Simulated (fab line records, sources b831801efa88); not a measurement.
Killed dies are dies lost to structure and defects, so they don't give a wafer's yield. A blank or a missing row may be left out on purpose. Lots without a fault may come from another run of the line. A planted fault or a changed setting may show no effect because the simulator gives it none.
fab line records | flow sky130
record lots=6 wafers=18 last_day=50
route steps=708 shown LDD_HVP@286 LDD_LDN@289 PAD_OPEN@708
lots that met no fault: from a run of the same line without faults
start_h: hours from the record's first day to the start of the lot's first wafer shown | wait_h: hours since the lot's step before | " the same as in the row above | L1.1+2: a row that stands for several wafers | - no value, or no start given | * or withheld: withheld | < > ~ a bound
route shown NAME@n: a module of which the file shows steps, and the number in the route of the first | usual: mean/standard deviation of fault-free wafers | same: alike in all rows | chamber/n: place in a boat | sites: the reading at each site | _std_site: their standard deviation | _edge_site: outer sites' mean less inner sites' | radius_mm: how far each site lies from the wafer's centre | mask NAME#n: copy n | behind: the tool/chamber that last shaped the wafer | hold: why the lot was held/for how many hours/how that ended | device: the transistor (n, p or np) that didn't switch | end of line: the same wafers' tests at the end of the route | a step without rows: its recipe alone | killed: dies lost to structure and defects at the first sort, not the wafer's yield | map: a wafer's dies, x killed, . not, _ none there
set.NAME: the setting as run; set.NAME@STEP: as run at that earlier step | model.NAME: the simulator's own value behind a step, which no gauge read
lots at some steps of the route; a table a step, a row a wafer
services: from which hour (start_h, from the record's first day; less than 0 if before it) a tool's chamber was out of use, for how many hours, and why
## steps
# step SKY_LDD_HVP_IMPLANT_08
# recipe species=B energy_kev=20 dose_cm2=1.7e+13 tilt_deg=17.9
# step SKY_LDD_HVP_STRIP_09
# recipe chemistry=O2/N2 power_w=1400 pressure_mtorr=1500 platen_temp_c=withheld o2_flow_sccm=3000 n2_flow_sccm=300 overash_fraction=0.5
# usual drypump_motor_current_A=5.76/0.26 oes_product_au=0.408/0.0041 strip_time_to_endpoint_s=4.135/0.015
# same overash_fraction=0.5
# columns lot.wafer tool chamber start_h wait_h drypump_motor_current_A oes_product_au rf_hours_counter_h strip_time_to_endpoint_s
L620.2 plasma_asher-04 0 503.53 0.2 5.78 0.404 7 4.155
L620.5 " 0 " " 5.79 0.409 - 4.149
L620.6 " 1 " " 5.72 0.415 - 4.132
L622.1 plasma_asher-04 0 527.47 0.1 5.77 0.413 9 4.152
L622.3 " 1 " " 5.70 0.408 - 4.128
L622.6 " 0 " " 5.77 0.406 - 4.161
L625.2 plasma_asher-02 1 562.02 0.1 6.08 0.406 77 4.135
L625.3 " 0 " " 5.98 0.416 - 4.118
L625.5 " 1 " " 6.08 0.405 - 4.148
L633.4 plasma_asher-04 0 664.16 0.1 5.79 0.404 - 4.133
L633.5 " 0 " " 5.80 0.409 - 4.111
L633.6 " 1 " " 5.69 0.410 - 4.130
L637.4 plasma_asher-04 0 699.90 0.1 5.78 0.400 - 4.131
L637.5 " 0 " " 5.78 0.403 - 4.109
L637.6 " 1 " " 5.73 0.402 - 4.113
L639.1 plasma_asher-02 0 706.22 0.1 6.00 0.411 90 4.124
L639.2 " 1 " " 6.06 0.406 90 4.141
L639.6 " 1 " " 6.06 0.407 - 4.140
# step SKY_LDD_HVP_TW_MEAS_10
# usual LDD_HVP_TW=452.9/2.6
# columns lot.wafer tool chamber start_h wait_h LDD_HVP_TW
L620.2 film_metro-03 - 503.64 0.1 453.8
L620.5 " - " " 452.0
L620.6 " - " " 449.3
L622.1 film_metro-01 - 527.57 0.1 457.8
L622.3 " - " " 462.8
L622.6 " - " " 457.7
L625.2 film_metro-03 - 562.13 0.1 452.7
L625.3 " - " " 450.6
L625.5 " - " " 451.7
L633.4 film_metro-03 - 664.26 0.1 451.2
L633.5 " - " " 453.1
L633.6 " - " " 453.2
L637.4 film_metro-01 - 700.00 0.1 453.5
L637.5 " - " " 453.2
L637.6 " - " " 452.6
L639.1 film_metro-03 - 706.32 0.1 450.2
L639.2 " - " " 448.6
L639.6 " - " " 450.0
# step SKY_LDD_LDN_DEHYDRATE_00
# recipe temp_c=200 time_s=60
# step SKY_LDD_LDN_HMDS_01
# recipe prime_time_s=60 prime_temp_c=120
# step SKY_LDD_LDN_COAT_02
# recipe resist=NOVOLAK spin_rpm=3000 resist_thk_nm=1140
# step SKY_LDD_LDN_SOFTBAKE_03
# recipe temp_c=90 time_s=60 resist=NOVOLAK
# step SKY_LDD_LDN_EXPOSE_04
# recipe mask_id=LDNTM na=0.6 source_shape=conventional sigma_outer=0.6 polarization=unpolarized target_cd_nm=700 dose_mj=140
# step SKY_LDD_LDN_PEB_05
# recipe temp_c=withheld time_s=* resist=NOVOLAK
# step SKY_LDD_LDN_DEVELOP_06
# recipe resist=NOVOLAK developer=TMAH develop_time_s=60 dev_temp_c=23
# step SKY_LDD_LDN_OVL_MEAS_07
# usual LDD_LDN_OVL=0.6/1.4
# columns lot.wafer tool chamber start_h wait_h LDD_LDN_OVL[nm]
L620.2 overlay-01 - 533.09 0.1 0.7
L620.5 " - " " 0.9
L620.6 " - " " -0.9
L622.1 overlay-01 - 556.57 0.1 1.5
L622.3 " - " " -1.2
L622.6 " - " " -0.2
L625.2 overlay-01 - 591.28 0.1 0.1
L625.3 " - " " 0.4
L625.5 " - " " 0.5
L633.4 overlay-01 - 691.54 0.1 0.3
L633.5 " - " " -0.4
L633.6 " - " " 0.3
L637.4 overlay-02 - 727.49 0.1 0.7
L637.5 " - " " 1.8
L637.6 " - " " 1.0
L639.1 overlay-01 - 733.67 0.1 0.6
L639.2 " - " " -0.1
L639.6 " - " " 1.1
# step SKY_LDD_LDN_IMPLANT_08
# recipe species=As energy_kev=15 dose_cm2=1.25e+13 tilt_deg=withheld rotation_deg=23
# step SKY_LDD_LDN_IMPLANT_09
# recipe species=As energy_kev=15 dose_cm2=1.25e+13 tilt_deg=withheld rotation_deg=113
# usual dose_ions_cm2=1.2499e+13/1.1e+10 faraday_current_uA=70.8/1.5
# columns lot.wafer tool chamber start_h wait_h dose_ions_cm2 faraday_current_uA
L620.2 implanter-03 0 533.29 0.1 1.2512e+13 69.7
L620.5 " 0 " " 1.2494e+13 70.0
L620.6 " 0 " " 1.25e+13 71.6
L622.1 implanter-03 0 556.76 0.1 4.521e+12 26.2
L622.3 " 0 " " 4.525e+12 26.4
L622.6 " 0 " " 4.511e+12 26.3
L625.2 implanter-03 0 591.48 0.1 4.498e+12 25.5
L625.3 " 0 " " 4.52e+12 25.8
L625.5 " 0 " " 4.514e+12 25.2
L633.4 implanter-03 0 691.78 0.1 1.247e+13 70.2
L633.5 " 0 " " 1.2484e+13 69.1
L633.6 " 0 " " 1.2478e+13 68.9
L637.4 implanter-04 0 727.73 0.1 1.2516e+13 72.3
L637.5 " 0 " " 1.2511e+13 69.6
L637.6 " 0 " " 1.2516e+13 71.1
L639.1 implanter-04 0 733.86 0.1 1.2483e+13 68.2
L639.2 " 0 " " 1.2519e+13 72.7
L639.6 " 0 " " 1.2497e+13 73.0
# step SKY_LDD_LDN_IMPLANT_10
# recipe species=As energy_kev=15 dose_cm2=1.25e+13 tilt_deg=withheld rotation_deg=203
# step SKY_LDD_LDN_IMPLANT_11
# recipe species=As energy_kev=15 dose_cm2=1.25e+13 tilt_deg=withheld rotation_deg=293
# step SKY_LDD_LDN_STRIP_12
# recipe chemistry=O2/N2 power_w=1400 pressure_mtorr=1500 platen_temp_c=withheld o2_flow_sccm=3000 n2_flow_sccm=300 overash_fraction=0.5
# usual drypump_motor_current_A=5.7/0.45 oes_product_au=0.715/0.0045 strip_time_to_endpoint_s=14.17/0.038
# same overash_fraction=0.5
# columns lot.wafer tool chamber start_h wait_h drypump_motor_current_A oes_product_au rf_hours_counter_h strip_time_to_endpoint_s
L620.2 plasma_asher-03 1 533.72 0.1 5.5 0.717 38 14.14
L620.5 " 1 " " 5.5 0.709 - 14.13
L620.6 " 0 " " 5.2 0.711 - 14.20
L622.1 plasma_asher-01 1 557.21 0.1 6.6 0.713 86 14.18
L622.3 " 0 " " 5.6 0.719 - 14.21
L622.6 " 0 " " 5.6 0.717 - 14.22
L625.2 plasma_asher-03 1 591.91 0.1 5.6 0.717 44 14.19
L625.3 " 1 " " 5.6 0.716 - 14.16
L625.5 " 1 " " 5.6 0.712 - 14.16
L633.4 plasma_asher-03 0 692.19 0.1 5.2 0.718 - 14.21
L633.5 " 1 " " 5.5 0.716 - 14.27
L633.6 " 0 " " 5.2 0.712 - 14.25
L637.4 plasma_asher-01 1 728.14 0.1 6.6 0.716 - 14.18
L637.5 " 1 " " 6.6 0.714 - 14.15
L637.6 " 0 " " 5.6 0.715 - 14.13
L639.1 plasma_asher-03 1 734.31 0.1 5.5 0.713 58 14.19
L639.2 " 0 " " 5.2 0.716 58 14.23
L639.6 " 1 " " 5.5 0.717 - 14.22
# step SKY_LDD_LDN_TW_MEAS_13
# usual LDD_LDN_TW=1469/8.3
# columns lot.wafer tool chamber start_h wait_h LDD_LDN_TW
L620.2 film_metro-03 - 533.83 0.1 1467
L620.5 " - " " 1465
L620.6 " - " " 1466
L622.1 film_metro-04 - 557.31 0.1 1396
L622.3 " - " " 1395
L622.6 " - " " 1393
L625.2 film_metro-03 - 592.02 0.1 1390
L625.3 " - " " 1387
L625.5 " - " " 1393
L633.4 film_metro-04 - 692.29 0.1 1485
L633.5 " - " " 1481
L633.6 " - " " 1473
L637.4 film_metro-03 - 728.24 0.1 1461
L637.5 " - " " 1461
L637.6 " - " " 1459
L639.1 film_metro-04 - 734.41 0.1 1480
L639.2 " - " " 1468
L639.6 " - " " 1479
# step SKY_LDD_LDN_CLEAN_14
# recipe chemistry=SC1/SC2 mix=1:4:20 temp_c=70 time_s=150 dry=n2_spin
# step SKY_PAD_OPEN_PROBE_99
# usual killed_at_M0_to_M3=44/7.3 killed_at_M4_up=3.2/1.8 killed_at_contacts=24/5.4 killed_at_front_end=16/4.4 killed_at_other=0.3/0.48 killed_dies=86/9.5 killed_open=47/7.7 killed_short=39/6.4
# same gross_dies=492 killed_at_back_side=0
# columns lot.wafer tool chamber start_h wait_h killed_at_M0_to_M3 killed_at_M4_up killed_at_contacts killed_at_front_end killed_at_other killed_dies killed_open killed_short model.etest.tip_sonos.rs_ohm_sq
L620.2 prober-01 - 1085.64 0.1 46 2 22 17 0 87 37 50 2673
L620.5 prober-01 - 1085.79 0.2 40 3 28 8 0 79 39 40 2662
L620.6 prober-01 - 1085.84 0.2 43 3 19 19 0 84 49 35 2686
L622.1 prober-01 - 1097.57 0.1 47 0 20 17 0 84 55 29 2904
L622.3 prober-01 - 1097.67 0.2 46 0 18 9 0 73 39 34 2931
L622.6 prober-01 - 1097.82 0.2 51 6 16 10 0 83 41 42 2981
L625.2 prober-02 - 1119.36 0.1 43 3 24 11 0 81 39 42 3026
L625.3 prober-02 - 1119.41 0.2 43 5 29 12 0 89 40 49 3036
L625.5 prober-02 - 1119.51 0.2 42 6 24 22 0 94 51 43 2988
L633.4 prober-01 - 1183.64 0.2 40 1 34 13 0 88 50 38 2752
L633.5 prober-01 - 1183.69 0.2 35 1 24 7 0 67 36 31 2770
L633.6 prober-01 - 1183.74 0.2 40 2 31 13 0 86 52 34 2741
L637.4 prober-01 - 1203.44 0.2 48 2 28 15 0 93 58 35 2876
L637.5 prober-01 - 1203.49 0.2 59 3 22 16 0 100 57 43 2787
L637.6 prober-01 - 1203.54 0.2 42 5 27 16 0 90 52 38 2828
L639.1 prober-01 - 1208.67 0.1 40 2 23 16 0 81 47 34 2596
L639.2 prober-01 - 1208.72 0.1 40 3 19 11 1 74 41 33 2611
L639.6 prober-01 - 1208.92 0.2 39 6 25 9 1 80 36 44 2660
# killed by level:class
L620.2 VIA1:geometric_particle:open=9 CONTACT:geometric_particle:short=8 METAL1:geometric_particle:short=7 VIA1:geometric_particle:short=7 CONTACT:geometric_particle:open=6 METAL2:geometric_particle:short=5 VIA2:geometric_particle:open=5 POLY_CUT:geometric_particle:short=4
L620.5 VIA1:geometric_particle:open=10 VIA2:geometric_particle:open=7 LOCAL_INTERCONNECT:geometric_particle:short=7 LI_CONTACT:geometric_particle:open=6 CONTACT:geometric_particle:short=5 CONTACT:geometric_particle:open=5 VIA3:geometric_particle:open=5 FIELD_ISO:geometric_particle:short=4
L620.6 VIA1:geometric_particle:open=16 CONTACT:geometric_particle:open=9 POLY_GATE:geometric_particle:open=8 FIELD_ISO:geometric_particle:short=6 VIA1:geometric_particle:short=6 METAL1:geometric_particle:short=5 VIA3:geometric_particle:open=5 FIELD_ISO:geometric_particle:open=4
L622.1 VIA3:geometric_particle:open=11 VIA1:geometric_particle:open=10 CONTACT:geometric_particle:open=8 VIA2:geometric_particle:open=8 LI_CONTACT:geometric_particle:open=7 POLY_GATE:geometric_particle:short=5 FIELD_ISO:geometric_particle:open=4 FIELD_ISO:geometric_particle:short=4
L622.3 VIA1:geometric_particle:open=14 CONTACT:geometric_particle:open=8 VIA3:geometric_particle:open=7 VIA1:geometric_particle:short=6 CONTACT:geometric_particle:short=5 METAL2:geometric_particle:short=5 FIELD_ISO:geometric_particle:open=3 LOCAL_INTERCONNECT:geometric_particle:short=3
L622.6 VIA1:geometric_particle:open=16 VIA1:geometric_particle:short=11 VIA3:geometric_particle:open=6 METAL4:geometric_particle:short=6 LI_CONTACT:geometric_particle:open=5 FIELD_ISO:geometric_particle:open=4 CONTACT:geometric_particle:open=4 VIA2:geometric_particle:short=4
L625.2 VIA1:geometric_particle:open=9 VIA2:geometric_particle:open=7 METAL1:geometric_particle:short=6 VIA2:geometric_particle:short=6 LI_CONTACT:geometric_particle:open=5 CONTACT:geometric_particle:short=5 CONTACT:geometric_particle:open=5 FIELD_ISO:geometric_particle:short=4
L625.3 CONTACT:geometric_particle:short=10 METAL1:geometric_particle:short=10 CONTACT:geometric_particle:open=8 VIA1:geometric_particle:open=7 POLY_GATE:geometric_particle:open=6 LOCAL_INTERCONNECT:geometric_particle:short=6 METAL2:geometric_particle:short=6 VIA1:geometric_particle:short=5
L625.5 CONTACT:geometric_particle:open=11 VIA1:geometric_particle:open=8 VIA2:geometric_particle:open=7 METAL2:geometric_particle:short=6 VIA3:geometric_particle:open=6 FIELD_ISO:geometric_particle:short=5 POLY_GATE:geometric_particle:open=5 LI_CONTACT:geometric_particle:open=5
L633.4 VIA1:geometric_particle:open=13 CONTACT:geometric_particle:open=12 LI_CONTACT:geometric_particle:open=7 LOCAL_INTERCONNECT:geometric_particle:short=7 CONTACT:geometric_particle:short=6 VIA3:geometric_particle:open=6 VIA1:geometric_particle:short=6 METAL2:geometric_particle:open=4
L633.5 CONTACT:geometric_particle:open=9 VIA1:geometric_particle:open=7 CONTACT:geometric_particle:short=6 VIA1:geometric_particle:short=6 VIA2:geometric_particle:open=6 LOCAL_INTERCONNECT:geometric_particle:short=5 VIA3:geometric_particle:open=4 METAL1:geometric_particle:short=3
L633.6 VIA1:geometric_particle:open=12 CONTACT:geometric_particle:open=11 LI_CONTACT:geometric_particle:open=7 CONTACT:geometric_particle:short=6 VIA1:geometric_particle:short=5 VIA2:geometric_particle:open=5 VIA3:geometric_particle:open=5 VIA2:geometric_particle:short=4
L637.4 VIA1:geometric_particle:open=19 VIA3:geometric_particle:open=9 LI_CONTACT:geometric_particle:open=7 LOCAL_INTERCONNECT:geometric_particle:short=7 CONTACT:geometric_particle:open=7 VIA2:geometric_particle:open=7 POLY_GATE:geometric_particle:short=5 SPACER:geometric_particle:short=4
L637.5 METAL1:geometric_particle:short=10 VIA1:geometric_particle:open=9 VIA3:geometric_particle:open=8 CONTACT:geometric_particle:open=7 VIA1:geometric_particle:short=7 POLY_GATE:geometric_particle:open=6 VIA2:geometric_particle:open=6 LI_CONTACT:geometric_particle:open=6
L637.6 CONTACT:geometric_particle:open=11 VIA1:geometric_particle:open=10 VIA2:geometric_particle:open=9 LI_CONTACT:geometric_particle:open=8 POLY_GATE:geometric_particle:short=6 METAL1:geometric_particle:short=5 POLY_GATE:geometric_particle:open=4 LOCAL_INTERCONNECT:geometric_particle:short=4
L639.1 LI_CONTACT:geometric_particle:open=9 VIA1:geometric_particle:open=9 FIELD_ISO:geometric_particle:short=5 CONTACT:geometric_particle:short=5 CONTACT:geometric_particle:open=5 VIA1:geometric_particle:short=5 VIA3:geometric_particle:open=5 VIA2:geometric_particle:open=5
L639.2 VIA1:geometric_particle:open=13 VIA2:geometric_particle:open=7 LI_CONTACT:geometric_particle:open=6 CONTACT:geometric_particle:open=5 METAL1:geometric_particle:short=5 FIELD_ISO:geometric_particle:open=4 LOCAL_INTERCONNECT:geometric_particle:short=4 CONTACT:geometric_particle:short=3
L639.6 VIA2:geometric_particle:open=13 VIA1:geometric_particle:short=10 CONTACT:geometric_particle:short=8 CONTACT:geometric_particle:open=7 FIELD_ISO:geometric_particle:open=4 LI_CONTACT:geometric_particle:short=4 METAL1:geometric_particle:short=4 VIA1:geometric_particle:open=4
## services
# columns tool chamber start_h hours kind
plasma_asher-04 - 487.15 2.2 repair
plasma_asher-03 - 539.56 0.6 repair
implanter-03 - 573.64 4.3 repair
plasma_asher-03 - 582.69 2.8 pm
implanter-03 - 592.41 2.2 repair
plasma_asher-02 - 592.69 4.0 repair
plasma_asher-04 - 598.78 0.7 repair
implanter-03 - 614.92 7.1 repair
implanter-04 - 643.89 3.8 pm
implanter-04 - 662.71 2.1 repair
implanter-04 - 664.83 3.1 pm
implanter-04 - 667.28 3.6 repair
implanter-04 - 694.34 8.8 repair
plasma_asher-01 - 697.61 1.4 repair
plasma_asher-01 - 733.75 9.0 pm
plasma_asher-01 0 733.75 9.0 vent_cycle
plasma_asher-01 1 733.75 9.0 vent_cycle
implanter-03 - 734.37 1.0 repair
## key
first_sign step=SKY_LDD_LDN_IMPLANT_09 reading=dose_ions_cm2 direction=down sigmas=99+ usual=* struck=*
effect step=SKY_LDD_LDN_IMPLANT_09 reading=faraday_current_uA direction=down sigmas=30 usual=70.8 struck=25.9
effect step=SKY_LDD_LDN_TW_MEAS_13 reading=LDD_LDN_TW direction=down sigmas=9.2 usual=1469 struck=1392
model_effect step=SKY_PAD_OPEN_PROBE_99 value=etest.tip_sonos.rs_ohm_sq without=2711 struck=2978
met_at SKY_LDD_LDN_IMPLANT_09
struck_wafers L622.1,L622.3,L622.6,L625.2,L625.3,L625.5
tester_left_out L622,L625
onset_between 533.29 556.76
fault kind=process_parameter_drift tool=implanter-03 chamber=- onset_h=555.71 steps=SKY_LDD_LDN_IMPLANT_09 channel=dose_cm2 offset=* shape=step end_h=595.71 acts_in=* stated=*
# tester_left_out: of these lots the tester's yield and bins aren't shown, on N5 and GAA mostly nor the transistor test; their killed dies are dies lost to structure and defects alone, not to doping, threshold or leakage, so they don't give the yield
